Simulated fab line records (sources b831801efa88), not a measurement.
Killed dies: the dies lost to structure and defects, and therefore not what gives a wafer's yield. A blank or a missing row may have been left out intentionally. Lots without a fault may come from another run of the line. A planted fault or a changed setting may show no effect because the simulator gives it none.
fab line records + flow sky130
record
- lots=6
- wafers=18
- lastDay=50
route steps=708 shown METAL2@490 PAD_OPEN@708
lots that met no fault: from a run of the same line without faults
startH: start of the lot's first displayed wafer, in hours after the record's first day + waitH: hours since the lot's step before + " identical to the entry in the row above + L1.1+2: a row that stands for several wafers + - either no value or no given start + * or withheld: withheld + < > ~ a bound
route shown NAME@n: names a module that has steps shown in the file, with the first one's number in the route + usual: the fault-free wafers' mean and standard deviation + same: alike in all rows + chamber/n: place in a boat + sites: readings site by site + _std_site: the values' standard deviation + _edge_site: mean of outer sites minus mean of inner sites + radiusMm: how far each site lies from the wafer's centre + mask NAME#n: copy n + behind: tool/chamber where the wafer was last shaped + hold: reason for holding the lot/hours on hold/outcome of the hold + device: the transistor (n, p or np) that didn't switch + end of line: tests of these same wafers at the route's end + for a step that has no rows: nothing shown but its recipe + killed: dies lost to structure and defects at the first sort, not the wafer's yield + map: the dies of a wafer, with x for killed, . for not killed, _ for no die there
set.NAME: the setting that was run; set.NAME@STEP: the one run at that earlier step + model.NAME: the simulator's own value behind a step, which no gauge read
a table for each step, a row for each wafer; lots at some steps of the route
services: a tool's chamber out of use, with start hour (startH, from the record's first day; less than 0 if before it), hours out, and reason
## steps
# step SKY_METAL2_DEHYDRATE_07
# recipe
- tempC=200
- timeS=60
# step SKY_METAL2_HMDS_08
# recipe
- primeTimeS=60
- primeTempC=120
# step SKY_METAL2_COAT_09
# recipe
- resist=BARC
- tempC=withheld
- timeS=withheld
- spinRpm=3000
- resistThkNm=60
# step SKY_METAL2_COAT_10
# recipe
- resist=KrF-thick
- spinRpm=3000
- resistThkNm=450
# step SKY_METAL2_SOFTBAKE_11
# recipe
- tempC=100
- timeS=90
- resist=KrF-thick
# step SKY_METAL2_EXPOSE_12
# recipe
- maskId=MM2
- na=0.8
- sourceShape=annular
- sigmaInner=0.55
- sigmaOuter=0.85
- targetCdNm=140
- doseMj=28
# step SKY_METAL2_PEB_13
# recipe
- pebTempC=withheld
- pebTimeS=withheld
- resist=KrF-thick
# step SKY_METAL2_DEVELOP_14
# recipe
- developTimeS=60
- resist=KrF-thick
- devTempC=21
# step SKY_METAL2_CD_MEAS_15
# recipe
- targetCdNm=140
# usual
- cdNm=140.1/1.5
| lot.wafer | tool     | chamber | startH | waitH | cdNm  |
|-----------|----------|---------|--------|-------|-------|
| L932.2    | cdSem-01 | -       | 869.50 | -     | 137.7 |
| L932.5    | "        | -       | "      | "     | 139.9 |
| L932.6    | "        | -       | "      | "     | 139.6 |
| L934.1    | cdSem-02 | -       | 892.56 | -     | 141.1 |
| L934.4    | "        | -       | "      | "     | 141.1 |
| L934.5    | "        | -       | "      | "     | 139.8 |
| L935.2    | cdSem-02 | -       | 892.93 | -     | 142.5 |
| L935.3    | "        | -       | "      | "     | 140.3 |
| L935.6    | "        | -       | "      | "     | 142.5 |
| L940.2    | cdSem-02 | -       | 929.93 | -     | 137.2 |
| L940.5    | "        | -       | "      | "     | 139.1 |
| L940.6    | "        | -       | "      | "     | 137.4 |
| L944.3    | cdSem-02 | -       | 956.26 | -     | 138.6 |
| L944.5    | "        | -       | "      | "     | 139.3 |
| L944.6    | "        | -       | "      | "     | 138.9 |
| L948.1    | cdSem-02 | -       | 978.27 | -     | 139.6 |
| L948.2    | "        | -       | "      | "     | 139.6 |
| L948.6    | "        | -       | "      | "     | 140.2 |
# step SKY_METAL2_OVL_MEAS_16
# usual
- METAL2_OVL=3/4.6
| lot.wafer | tool       | chamber | startH | waitH | METAL2_OVL[nm] |
|-----------|------------|---------|--------|-------|----------------|
| L932.2    | overlay-01 | -       | 869.60 | 0.1   | 4              |
| L932.5    | "          | -       | "      | "     | 1              |
| L932.6    | "          | -       | "      | "     | 2              |
| L934.1    | overlay-01 | -       | 892.68 | 0.1   | -2             |
| L934.4    | "          | -       | "      | "     | -1             |
| L934.5    | "          | -       | "      | "     | -5             |
| L935.2    | overlay-01 | -       | 893.04 | 0.1   | -4             |
| L935.3    | "          | -       | "      | "     | 2              |
| L935.6    | "          | -       | "      | "     | -6             |
| L940.2    | overlay-02 | -       | 930.03 | 0.1   | 9              |
| L940.5    | "          | -       | "      | "     | 2              |
| L940.6    | "          | -       | "      | "     | 10             |
| L944.3    | overlay-01 | -       | 956.35 | 0.1   | -1             |
| L944.5    | "          | -       | "      | "     | 1              |
| L944.6    | "          | -       | "      | "     | 3              |
| L948.1    | overlay-02 | -       | 978.39 | 0.1   | 9              |
| L948.2    | "          | -       | "      | "     | 3              |
| L948.6    | "          | -       | "      | "     | 0              |
# step SKY_METAL2_DESCUM_17
# recipe
- chemistry=O2
- sourcePowerW=150
- biasPowerW=0
- pressureMtorr=10
- tempC=40
- timeS=8
# usual
- chamberPressureMTorr=10.000/0.009
- drypumpMotorCurrentA=5.5/0.42
- oesProductAu=1.002/0.011
| lot.wafer | tool        | chamber | startH | waitH | chamberPressureMTorr | drypumpMotorCurrentA | oesProductAu | rfHoursCounterH |
|-----------|-------------|---------|--------|-------|----------------------|----------------------|--------------|-----------------|
| L932.2    | rieMetal-01 | 0       | 869.63 | 0.0   | 10.008               | 5.4                  | 1.010        | 6               |
| L932.5    | "           | 1       | "      | "     | 9.987                | 5.2                  | 0.998        | -               |
| L932.6    | "           | 0       | "      | "     | 10.016               | 5.4                  | 1.014        | -               |
| L934.1    | rieMetal-01 | 1       | 892.71 | 0.0   | 9.997                | 5.2                  | 0.987        | 11              |
| L934.4    | "           | 1       | "      | "     | 9.992                | 5.2                  | 0.984        | -               |
| L934.5    | "           | 0       | "      | "     | 10.010               | 5.4                  | 1.012        | -               |
| L935.2    | rieMetal-04 | 1       | 893.07 | 0.0   | 10.018               | 4.9                  | 1.003        | 11              |
| L935.3    | "           | 0       | "      | "     | 10.005               | 5.6                  | 1.013        | -               |
| L935.6    | "           | 0       | "      | "     | 9.981                | 5.5                  | 1.002        | -               |
| L940.2    | rieMetal-01 | 0       | 930.06 | 0.0   | 10.001               | 5.4                  | 1.009        | 9               |
| L940.5    | "           | 0       | "      | "     | 9.986                | 5.4                  | 1.008        | -               |
| L940.6    | "           | 1       | "      | "     | 10.010               | 5.2                  | 1.005        | -               |
| L944.3    | rieMetal-01 | 0       | 956.38 | 0.0   | 9.996                | 5.4                  | 1.018        | -               |
| L944.5    | "           | 0       | "      | "     | 9.993                | 5.4                  | 1.021        | -               |
| L944.6    | "           | 1       | "      | "     | 10.019               | 5.2                  | 1.000        | -               |
| L948.1    | rieMetal-04 | 0       | 978.43 | 0.0   | 9.995                | 5.5                  | 0.997        | 21              |
| L948.2    | "           | 1       | "      | "     | 9.992                | 5.0                  | 0.992        | 16              |
| L948.6    | "           | 0       | "      | "     | 10.007               | 5.6                  | 0.996        | -               |
# step SKY_METAL2_ETCH_18
# recipe
- chemistry=N2/H2
- target=BARC
- ionEnergyEv=200
- biasW=100
- pressureMtorr=30
- n2FlowSccm=100
- h2FlowSccm=200
- icpW=500
- stopOn=SiO2
- timeS=45.9
- targetDepthA=600
# usual
- biasW=100.0/0.32
- chamberPressureMTorr=29.997/0.026
- drypumpMotorCurrentA=5.5/0.42
- oesProductAu=0.854/0.0045
- throttleValvePct=13.227/0.0095
| lot.wafer | tool        | chamber | startH | waitH | biasW | chamberPressureMTorr | drypumpMotorCurrentA | oesProductAu | rfHoursCounterH | throttleValvePct |
|-----------|-------------|---------|--------|-------|-------|----------------------|----------------------|--------------|-----------------|------------------|
| L932.2    | rieMetal-01 | 0       | 869.66 | 0.0   | 99.8  | 29.986               | 5.4                  | 0.860        | 6               | 13.227           |
| L932.5    | "           | 1       | "      | "     | 101.0 | 29.994               | 5.2                  | 0.855        | -               | 13.243           |
| L932.6    | "           | 0       | "      | "     | 99.7  | 30.006               | 5.4                  | 0.852        | -               | 13.221           |
| L934.1    | rieMetal-01 | 1       | 892.74 | 0.0   | 100.0 | 29.981               | 5.2                  | 0.865        | 11              | 13.225           |
| L934.4    | "           | 1       | "      | "     | 99.6  | 29.948               | 5.3                  | 0.848        | -               | 13.238           |
| L934.5    | "           | 0       | "      | "     | 99.6  | 29.989               | 5.4                  | 0.851        | -               | 13.245           |
| L935.2    | rieMetal-04 | 1       | 893.10 | 0.0   | 100.1 | 29.971               | 5.0                  | 0.858        | 11              | 13.218           |
| L935.3    | "           | 0       | "      | "     | 100.4 | 30.051               | 5.5                  | 0.856        | -               | 13.246           |
| L935.6    | "           | 0       | "      | "     | 99.7  | 30.025               | 5.6                  | 0.856        | -               | 13.235           |
| L940.2    | rieMetal-01 | 0       | 930.09 | 0.0   | 100.1 | 30.005               | 5.4                  | 0.853        | 9               | 13.230           |
| L940.5    | "           | 0       | "      | "     | 99.3  | 29.965               | 5.4                  | 0.852        | -               | 13.211           |
| L940.6    | "           | 1       | "      | "     | 99.6  | 29.976               | 5.2                  | 0.854        | -               | 13.223           |
| L944.3    | rieMetal-01 | 0       | 956.42 | 0.0   | 100.0 | 29.959               | 5.4                  | 0.854        | -               | 13.231           |
| L944.5    | "           | 0       | "      | "     | 99.4  | 30.012               | 5.4                  | 0.852        | -               | 13.217           |
| L944.6    | "           | 1       | "      | "     | 100.1 | 30.000               | 5.3                  | 0.862        | -               | 13.232           |
| L948.1    | rieMetal-04 | 0       | 978.46 | 0.0   | 100.2 | 30.007               | 5.6                  | 0.847        | 21              | 13.222           |
| L948.2    | "           | 1       | "      | "     | 99.5  | 29.950               | 5.0                  | 0.851        | 16              | 13.222           |
| L948.6    | "           | 0       | "      | "     | 99.8  | 29.998               | 5.6                  | 0.849        | -               | 13.233           |
# step SKY_METAL2_METAL_ETCH_19
# recipe
- targetDepthA=3600
- stopOn=SiO2
- overEtchFrac=0.3
- timeS=78
- chemistry=Cl2/BCl3
- resistSidewallDeg=88
- pressureMtorr=10
- icpW=900
- biasW=48.5
- Cl2_flow_sccm=60
- bcl3FlowSccm=30
# usual
- bcl3FlowSccm=30.00/0.094
- biasW=48.49/0.15
- chamberPressureMTorr=9.999/0.009
- drypumpMotorCurrentA=5.5/0.41
- oesProductAu=0.854/0.0052
- throttleValvePct=22.265/0.0093
| lot.wafer | tool        | chamber | startH | waitH | bcl3FlowSccm | biasW | chamberPressureMTorr | drypumpMotorCurrentA | oesProductAu | rfHoursCounterH | throttleValvePct | model.KrF-thick_of_METAL2_COAT_10.thkNm | model.SiO2_of_VIA1_HDPCVD_00.thkNm |
|-----------|-------------|---------|--------|-------|--------------|-------|----------------------|----------------------|--------------|-----------------|------------------|-----------------------------------------|------------------------------------|
| L932.2    | rieMetal-01 | 0       | 869.73 | 0.0   | 30.01        | 48.20 | 10.001               | 5.4                  | 0.859        | 6               | 22.260           | 156.5                                   | 323.1                              |
| L932.5    | "           | 1       | "      | "     | 30.00        | 48.59 | 9.988                | 5.2                  | 0.860        | -               | 22.252           | 159                                     | 323.8                              |
| L932.6    | "           | 0       | "      | "     | 30.05        | 48.45 | 9.998                | 5.3                  | 0.864        | -               | 22.268           | 157.4                                   | 323.7                              |
| L934.1    | rieMetal-01 | 1       | 892.81 | 0.0   | -            | -     | -                    | -                    | -            | -               | -                | 393.2                                   | 336.5                              |
| L934.4    | "           | 1       | "      | "     | -            | -     | -                    | -                    | -            | -               | -                | 391.4                                   | 334.6                              |
| L934.5    | "           | 0       | "      | "     | -            | -     | -                    | -                    | -            | -               | -                | 390.3                                   | 336.3                              |
| L935.2    | rieMetal-04 | 1       | 893.17 | 0.0   | -            | -     | -                    | -                    | -            | -               | -                | 393.2                                   | 335.9                              |
| L935.3    | "           | 0       | "      | "     | -            | -     | -                    | -                    | -            | -               | -                | 391                                     | 333.9                              |
| L935.6    | "           | 0       | "      | "     | -            | -     | -                    | -                    | -            | -               | -                | 391.1                                   | 334.7                              |
| L940.2    | rieMetal-01 | 0       | 930.16 | 0.0   | 30.07        | 48.43 | 10.007               | 5.4                  | 0.854        | 9               | 22.290           | 152.3                                   | 325.4                              |
| L940.5    | "           | 0       | "      | "     | 30.13        | 48.44 | 9.993                | 5.4                  | 0.848        | -               | 22.253           | 151.7                                   | 325.1                              |
| L940.6    | "           | 1       | "      | "     | 29.90        | 48.67 | 9.983                | 5.2                  | 0.848        | -               | 22.259           | 157.6                                   | 324.3                              |
| L944.3    | rieMetal-01 | 0       | 956.50 | 0.1   | 30.16        | 48.54 | 9.994                | 5.4                  | 0.860        | -               | 22.265           | 154.7                                   | 323                                |
| L944.5    | "           | 0       | "      | "     | 30.00        | 48.50 | 10.005               | 5.4                  | 0.847        | -               | 22.254           | 157.6                                   | 324.6                              |
| L944.6    | "           | 1       | "      | "     | 29.98        | 48.62 | 9.995                | 5.3                  | 0.850        | -               | 22.269           | 160.5                                   | 325.3                              |
| L948.1    | rieMetal-04 | 0       | 978.52 | 0.0   | 29.77        | 48.14 | 9.996                | 5.6                  | 0.855        | 21              | 22.263           | 156                                     | 325.2                              |
| L948.2    | "           | 1       | "      | "     | 30.02        | 48.65 | 9.985                | 4.9                  | 0.850        | 16              | 22.254           | 157.2                                   | 324.9                              |
| L948.6    | "           | 0       | "      | "     | 30.01        | 48.41 | 9.995                | 5.5                  | 0.850        | -               | 22.265           | 156                                     | 324.9                              |
# step SKY_METAL2_STRIP_20
# recipe
- chemistry=O2/N2
- powerW=1400
- pressureMtorr=1500
- platenTempC=withheld
- o2FlowSccm=3000
- n2FlowSccm=300
- overashFraction=0.5
# usual
- chamberPressureMTorr=1500.0/1.3
- drypumpMotorCurrentA=5.7/0.52
- oesProductAu=0.342/0.0048
- stripTimeToEndpointS=2.68/0.045
# same
- overashFraction=0.5
| lot.wafer | tool           | chamber | startH | waitH | chamberPressureMTorr | drypumpMotorCurrentA | oesProductAu | rfHoursCounterH | stripTimeToEndpointS |
|-----------|----------------|---------|--------|-------|----------------------|----------------------|--------------|-----------------|----------------------|
| L932.2    | plasmaAsher-01 | 1       | 869.82 | 0.1   | 1500.2               | 6.5                  | 0.349        | 72              | 2.66                 |
| L932.5    | "              | 0       | "      | "     | 1502.0               | 5.3                  | 0.340        | -               | 2.70                 |
| L932.6    | "              | 1       | "      | "     | 1498.5               | 6.5                  | 0.347        | -               | 2.67                 |
| L934.1    | plasmaAsher-03 | 1       | 892.90 | 0.1   | 1497.5               | 5.1                  | 0.450        | 47              | 5.21                 |
| L934.4    | "              | 0       | "      | "     | 1500.5               | 5.5                  | 0.446        | -               | 5.18                 |
| L934.5    | "              | 1       | "      | "     | 1499.2               | 5.2                  | 0.439        | -               | 5.17                 |
| L935.2    | plasmaAsher-01 | 1       | 893.26 | 0.1   | 1498.9               | 6.5                  | 0.446        | 74              | 5.20                 |
| L935.3    | "              | 0       | "      | "     | 1502.0               | 5.3                  | 0.447        | -               | 5.19                 |
| L935.6    | "              | 1       | "      | "     | 1500.5               | 6.4                  | 0.444        | -               | 5.18                 |
| L940.2    | plasmaAsher-01 | 1       | 930.25 | 0.1   | 1501.4               | 6.5                  | 0.345        | 78              | 2.63                 |
| L940.5    | "              | 0       | "      | "     | 1500.9               | 5.3                  | 0.342        | -               | 2.62                 |
| L940.6    | "              | 1       | "      | "     | 1499.5               | 6.5                  | 0.348        | -               | 2.68                 |
| L944.3    | plasmaAsher-01 | 0       | 956.59 | 0.1   | 1499.4               | 5.3                  | 0.338        | -               | 2.67                 |
| L944.5    | "              | 0       | "      | "     | 1499.1               | 5.3                  | 0.351        | -               | 2.69                 |
| L944.6    | "              | 1       | "      | "     | 1500.5               | 6.5                  | 0.347        | -               | 2.72                 |
| L948.1    | plasmaAsher-03 | 1       | 978.61 | 0.1   | 1500.3               | 5.2                  | 0.349        | 55              | 2.64                 |
| L948.2    | "              | 0       | "      | "     | 1499.9               | 5.6                  | 0.346        | 55              | 2.68                 |
| L948.6    | "              | 0       | "      | "     | 1500.6               | 5.6                  | 0.336        | -               | 2.67                 |
# step SKY_METAL2_STRIP_21
# recipe
- chemistry=postEtchResidueRemover
- timeS=1200
- tempC=72.5
# step SKY_PAD_OPEN_PROBE_99
# usual
- defectLimitedYield=82.5/1.9
- killed_at_M0_to_M3=42/7.2
- killed_at_M4_up=3.5/1.8
- killedAtContacts=25/5.7
- killedAtFrontEnd=16/4.6
- killedAtOther=0.2/0.41
- killedDies=86/9.3
- killedOnRim=17/3.9
- killedOpen=47/6.3
- killedShort=39/5.9
- sort_bin_3_pad_short=0.9/0.44
- sort_bin_5_function=10.3/1.5
- sort_bin_6_memory=6.3/1
- sortNPass=406/9.3
- sortYieldPct=82.5/1.9
# same
- grossDies=492
- killedAtBackSide=0
- sort_bin_4_leakage[%]=0
- sort_bin_8_speed[%]=0
| lot.wafer | tool      | chamber | startH  | waitH | hold                  | defectLimitedYield[%] | killed_at_M0_to_M3 | killed_at_M4_up | killedAtContacts | killedAtFrontEnd | killedAtOther | killedDies | killedOnRim | killedOpen | killedShort | sort_bin_3_pad_short[%] | sort_bin_5_function[%] | sort_bin_6_memory[%] | sortNPass | sortYieldPct[%] |
|-----------|-----------|---------|---------|-------|-----------------------|-----------------------|--------------------|-----------------|------------------|------------------|---------------|------------|-------------|------------|-------------|-------------------------|------------------------|----------------------|-----------|-----------------|
| L932.2    | prober-01 | -       | 1115.98 | 0.1   | -                     | 83.5                  | 39                 | 3               | 30               | 9                | 0             | 81         | 13          | 45         | 36          | 1.4                     | 8.5                    | 6.5                  | 411       | 83.5            |
| L932.5    | prober-01 | -       | 1116.13 | 0.2   | -                     | 79.1                  | 40                 | 8               | 35               | 19               | 1             | 103        | 18          | 57         | 46          | 1.4                     | 12.2                   | 7.3                  | 389       | 79.1            |
| L932.6    | prober-01 | -       | 1116.18 | 0.2   | -                     | 81.9                  | 42                 | 2               | 31               | 14               | 0             | 89         | 19          | 43         | 46          | 1.6                     | 9.8                    | 6.7                  | 403       | 81.9            |
| L934.1    | prober-01 | -       | 1131.63 | 0.1   | awaitDispo/2.8h/scrap | 0                     | 437                | 6               | 35               | 13               | 1             | 492        | 96          | 51         | 41          | 1.2                     | 91.7                   | 7.1                  | 0         | 0               |
| L934.4    | prober-01 | -       | 1131.78 | 0.2   | awaitDispo/2.8h/scrap | 0                     | 443                | 9               | 30               | 10               | 0             | 492        | 96          | 45         | 37          | 1.0                     | 93.1                   | 5.9                  | 0         | 0               |
| L934.5    | prober-01 | -       | 1131.83 | 0.2   | awaitDispo/2.8h/scrap | 0                     | 425                | 5               | 33               | 29               | 0             | 492        | 96          | 55         | 51          | 1.4                     | 91.7                   | 6.9                  | 0         | 0               |
| L935.2    | prober-02 | -       | 1133.62 | 0.1   | awaitDispo/4.5h/scrap | 0                     | 442                | 5               | 22               | 23               | 0             | 492        | 96          | 50         | 39          | 1.0                     | 91.7                   | 7.3                  | 0         | 0               |
| L935.3    | prober-02 | -       | 1133.67 | 0.2   | awaitDispo/4.5h/scrap | 0                     | 454                | 1               | 22               | 14               | 1             | 492        | 96          | 43         | 28          | 0.6                     | 93.9                   | 5.5                  | 0         | 0               |
| L935.6    | prober-02 | -       | 1133.82 | 0.2   | awaitDispo/4.5h/scrap | 0                     | 455                | 4               | 21               | 12               | 0             | 492        | 96          | 40         | 41          | 0.2                     | 94.1                   | 5.7                  | 0         | 0               |
| L940.2    | prober-01 | -       | 1164.03 | 0.1   | -                     | 81.1                  | 52                 | 2               | 29               | 10               | 0             | 93         | 23          | 55         | 38          | 1.2                     | 11.2                   | 6.5                  | 399       | 81.1            |
| L940.5    | prober-01 | -       | 1164.18 | 0.2   | -                     | 83.3                  | 41                 | 6               | 20               | 15               | 0             | 82         | 13          | 47         | 35          | 1.2                     | 10.2                   | 5.3                  | 410       | 83.3            |
| L940.6    | prober-01 | -       | 1164.23 | 0.2   | -                     | 84.1                  | 41                 | 5               | 18               | 14               | 0             | 78         | 13          | 44         | 34          | 0.8                     | 10.6                   | 4.5                  | 414       | 84.1            |
| L944.3    | prober-01 | -       | 1182.12 | 0.2   | -                     | 83.1                  | 43                 | 4               | 22               | 13               | 1             | 83         | 23          | 40         | 43          | 1.0                     | 10.0                   | 5.9                  | 409       | 83.1            |
| L944.5    | prober-01 | -       | 1182.22 | 0.2   | -                     | 82.3                  | 43                 | 3               | 33               | 7                | 1             | 87         | 16          | 42         | 45          | 0.8                     | 10.0                   | 6.9                  | 405       | 82.3            |
| L944.6    | prober-01 | -       | 1182.27 | 0.2   | -                     | 82.3                  | 43                 | 5               | 24               | 15               | 0             | 87         | 16          | 44         | 43          | 1.2                     | 11.8                   | 4.7                  | 405       | 82.3            |
| L948.1    | prober-01 | -       | 1193.59 | 0.1   | -                     | 84.1                  | 31                 | 3               | 27               | 17               | 0             | 78         | 20          | 41         | 37          | 0.2                     | 8.9                    | 6.7                  | 414       | 84.1            |
| L948.2    | prober-01 | -       | 1193.64 | 0.1   | -                     | 81.9                  | 46                 | 0               | 28               | 15               | 0             | 89         | 15          | 50         | 39          | 0.8                     | 10.8                   | 6.5                  | 403       | 81.9            |
| L948.6    | prober-01 | -       | 1193.84 | 0.2   | -                     | 84.6                  | 40                 | 3               | 23               | 10               | 0             | 76         | 15          | 45         | 31          | 0.8                     | 8.9                    | 5.7                  | 416       | 84.6            |
# killed by level:class
L932.2 CONTACT:geometricParticle:open=12 CONTACT:geometricParticle:short=8 VIA3:geometricParticle:open=8 VIA2:geometricParticle:open=7 VIA1:geometricParticle:open=6 LI_CONTACT:geometricParticle:open=5 LOCAL_INTERCONNECT:geometricParticle:short=4 METAL2:geometricParticle:short=4
L932.5 CONTACT:geometricParticle:open=14 VIA1:geometricParticle:open=11 LI_CONTACT:geometricParticle:open=10 FIELD_ISO:geometricParticle:short=8 METAL2:geometricParticle:short=8 METAL4:geometricParticle:short=7 LOCAL_INTERCONNECT:geometricParticle:short=7 VIA2:geometricParticle:open=6
L932.6 LI_CONTACT:geometricParticle:open=12 CONTACT:geometricParticle:open=9 VIA2:geometricParticle:short=7 VIA3:geometricParticle:open=7 CONTACT:geometricParticle:short=6 METAL3:geometricParticle:short=6 VIA3:geometricParticle:short=5 SPACER:geometricParticle:short=4
L934.1 METAL2:areaEtch=400 CONTACT:geometricParticle:open=14 CONTACT:geometricParticle:short=9 VIA1:geometricParticle:open=9 LI_CONTACT:geometricParticle:open=8 METAL1:geometricParticle:short=7 VIA3:geometricParticle:open=5 VIA2:geometricParticle:open=5
L934.4 METAL2:areaEtch=410 LI_CONTACT:geometricParticle:open=9 CONTACT:geometricParticle:open=9 METAL4:geometricParticle:short=8 VIA1:geometricParticle:open=7 VIA1:geometricParticle:short=6 VIA3:geometricParticle:open=6 CONTACT:geometricParticle:short=5
L934.5 METAL2:areaEtch=386 CONTACT:geometricParticle:open=14 POLY_GATE:geometricParticle:short=10 VIA3:geometricParticle:open=7 VIA1:geometricParticle:open=7 FIELD_ISO:geometricParticle:open=6 FIELD_ISO:geometricParticle:short=6 POLY_GATE:geometricParticle:open=5
L935.2 METAL2:areaEtch=403 CONTACT:geometricParticle:open=10 VIA1:geometricParticle:open=8 LI_CONTACT:geometricParticle:open=6 POLY_GATE:geometricParticle:open=5 VIA3:geometricParticle:open=5 FIELD_ISO:geometricParticle:short=4 POLY_GATE:geometricParticle:short=4
L935.3 METAL2:areaEtch=421 VIA1:geometricParticle:open=11 CONTACT:geometricParticle:open=10 VIA2:geometricParticle:open=6 METAL1:geometricParticle:short=5 VIA3:geometricParticle:open=5 LI_CONTACT:geometricParticle:open=4 VIA1:geometricParticle:short=4
L935.6 METAL2:areaEtch=411 VIA1:geometricParticle:open=12 CONTACT:geometricParticle:open=8 POLY_GATE:geometricParticle:short=6 METAL1:geometricParticle:short=6 VIA2:geometricParticle:open=6 LI_CONTACT:geometricParticle:open=5 LOCAL_INTERCONNECT:geometricParticle:short=4
L940.2 LI_CONTACT:geometricParticle:open=13 VIA1:geometricParticle:open=10 VIA3:geometricParticle:open=10 VIA2:geometricParticle:open=8 CONTACT:geometricParticle:open=7 METAL2:geometricParticle:short=6 LOCAL_INTERCONNECT:geometricParticle:short=5 METAL1:geometricParticle:short=4
L940.5 VIA1:geometricParticle:open=13 CONTACT:geometricParticle:open=8 VIA3:geometricParticle:open=7 LOCAL_INTERCONNECT:geometricParticle:short=6 POLY_GATE:geometricParticle:short=4 CONTACT:geometricParticle:short=4 METAL2:geometricParticle:short=4 VIA2:geometricParticle:open=4
L940.6 VIA1:geometricParticle:open=9 VIA2:geometricParticle:open=8 CONTACT:geometricParticle:open=7 METAL2:geometricParticle:short=7 POLY_GATE:geometricParticle:short=5 POLY_GATE:geometricParticle:open=4 VIA3:geometricParticle:open=4 LI_CONTACT:geometricParticle:short=3
L944.3 VIA1:geometricParticle:open=10 LOCAL_INTERCONNECT:geometricParticle:short=7 VIA2:geometricParticle:short=6 FIELD_ISO:geometricParticle:short=5 LI_CONTACT:geometricParticle:open=5 VIA1:geometricParticle:short=5 VIA2:geometricParticle:open=5 LI_CONTACT:geometricParticle:short=4
L944.5 VIA1:geometricParticle:open=10 CONTACT:geometricParticle:open=9 LOCAL_INTERCONNECT:geometricParticle:short=9 METAL1:geometricParticle:short=9 LI_CONTACT:geometricParticle:open=6 METAL2:geometricParticle:short=6 VIA2:geometricParticle:open=6 CONTACT:geometricParticle:short=5
L944.6 VIA1:geometricParticle:open=10 CONTACT:geometricParticle:open=8 METAL2:geometricParticle:short=7 VIA2:geometricParticle:open=6 LI_CONTACT:geometricParticle:open=5 METAL1:geometricParticle:short=5 VIA2:geometricParticle:short=5 POLY_GATE:geometricParticle:open=4
L948.1 CONTACT:geometricParticle:open=11 LI_CONTACT:geometricParticle:open=8 FIELD_ISO:geometricParticle:short=6 VIA1:geometricParticle:open=6 VIA2:geometricParticle:open=6 METAL2:geometricParticle:short=5 POLY_GATE:geometricParticle:open=4 LOCAL_INTERCONNECT:geometricParticle:short=4
L948.2 VIA1:geometricParticle:open=13 CONTACT:geometricParticle:open=13 VIA3:geometricParticle:open=6 LI_CONTACT:geometricParticle:open=6 METAL1:geometricParticle:short=6 METAL2:geometricParticle:short=6 FIELD_ISO:geometricParticle:short=5 LOCAL_INTERCONNECT:geometricParticle:short=5
L948.6 VIA2:geometricParticle:open=9 LI_CONTACT:geometricParticle:open=8 CONTACT:geometricParticle:open=8 VIA1:geometricParticle:short=6 VIA1:geometricParticle:open=6 VIA3:geometricParticle:open=6 LI_CONTACT:geometricParticle:short=3 METAL1:geometricParticle:short=3
# map L934.1 (x killed, . not)
__________xxxxxxxxxx_________
________xxxxxxxxxxxxxx_______
______xxxxxxxxxxxxxxxxxx_____
_____xxxxxxxxxxxxxxxxxxxx____
____xxxxxxxxxxxxxxxxxxxxxx___
___xxxxxxxxxxxxxxxxxxxxxxxx__
__xxxxxxxxxxxxxxxxxxxxxxxxxx_
_xxxxxxxxxxxxxxxxxxxxxxxxxxxx
_xxxxxxxxxxxxxxxxxxxxxxxxxxxx
_xxxxxxxxxxxxxxxxxxxxxxxxxxxx
_xxxxxxxxxxxxxxxxxxxxxxxxxxxx
_xxxxxxxxxxxxxxxxxxxxxxxxxxxx
_xxxxxxxxxxxxxxxxxxxxxxxxxxxx
_xxxxxxxxxxxxxxxxxxxxxxxxxxxx
_xxxxxxxxxxxxxxxxxxxxxxxxxxxx
__xxxxxxxxxxxxxxxxxxxxxxxxxx_
___xxxxxxxxxxxxxxxxxxxxxxxx__
____xxxxxxxxxxxxxxxxxxxxxx___
_____xxxxxxxxxxxxxxxxxxxx____
______xxxxxxxxxxxxxxxxxx_____
________xxxxxxxxxxxxxx_______
__________xxxxxxxxxx_________
# map L935.2 (x killed, . not)
__________xxxxxxxxxx_________
________xxxxxxxxxxxxxx_______
______xxxxxxxxxxxxxxxxxx_____
_____xxxxxxxxxxxxxxxxxxxx____
____xxxxxxxxxxxxxxxxxxxxxx___
___xxxxxxxxxxxxxxxxxxxxxxxx__
__xxxxxxxxxxxxxxxxxxxxxxxxxx_
_xxxxxxxxxxxxxxxxxxxxxxxxxxxx
_xxxxxxxxxxxxxxxxxxxxxxxxxxxx
_xxxxxxxxxxxxxxxxxxxxxxxxxxxx
_xxxxxxxxxxxxxxxxxxxxxxxxxxxx
_xxxxxxxxxxxxxxxxxxxxxxxxxxxx
_xxxxxxxxxxxxxxxxxxxxxxxxxxxx
_xxxxxxxxxxxxxxxxxxxxxxxxxxxx
_xxxxxxxxxxxxxxxxxxxxxxxxxxxx
__xxxxxxxxxxxxxxxxxxxxxxxxxx_
___xxxxxxxxxxxxxxxxxxxxxxxx__
____xxxxxxxxxxxxxxxxxxxxxx___
_____xxxxxxxxxxxxxxxxxxxx____
______xxxxxxxxxxxxxxxxxx_____
________xxxxxxxxxxxxxx_______
__________xxxxxxxxxx_________
## services
| tool           | chamber | startH | hours | kind   |
|----------------|---------|--------|-------|--------|
| rieMetal-04    | 1       | 846.61 | 29.5  | repair |
| rieMetal-01    | -       | 884.14 | 0.3   | repair |
| plasmaAsher-03 | -       | 905.22 | 14.6  | pm     |
| plasmaAsher-01 | -       | 927.34 | 2.8   | pm     |
| rieMetal-04    | -       | 937.24 | 2.8   | pm     |
| plasmaAsher-01 | -       | 943.35 | 0.6   | repair |
## key
firstSign
- step=SKY_METAL2_METAL_ETCH_19
- reading=toolRecord
- direction=missing
effect
- step=SKY_METAL2_STRIP_20
- reading=stripTimeToEndpointS
- direction=up
- sigmas=55
- usual=*
- struck=*
effect
- step=SKY_PAD_OPEN_PROBE_99
- reading=killed_at_M0_to_M3
- direction=up
- sigmas=56
- usual=42
- struck=443
modelEffect
- step=SKY_METAL2_METAL_ETCH_19
- value=KrF-thick_of_METAL2_COAT_10.thkNm
- without=157.3
- struck=391.7
moreKillsBornAt
- SKY_METAL2_METAL_ETCH_19@rieMetal-04=1235
- SKY_METAL2_METAL_ETCH_19@rieMetal-01=1196
metAt SKY_METAL2_METAL_ETCH_19
struckWafers L934.1,L934.4,L934.5,L935.2,L935.3,L935.6
laterRowsLeftOut L934.1,L934.4,L934.5,L935.2,L935.3,L935.6
onsetBetween 869.73 892.81
fault
- kind=skippedStepWhole
- tool=rieMetal-01,rieMetal-04
- chamber=-
- onsetH=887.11
- steps=SKY_METAL2_METAL_ETCH_19
- scope=struckLotsOnly
# laterRowsLeftOut: the simulator's readings of these wafers behind a module that went badly wrong aren't trusted and aren't shown, but for the sort
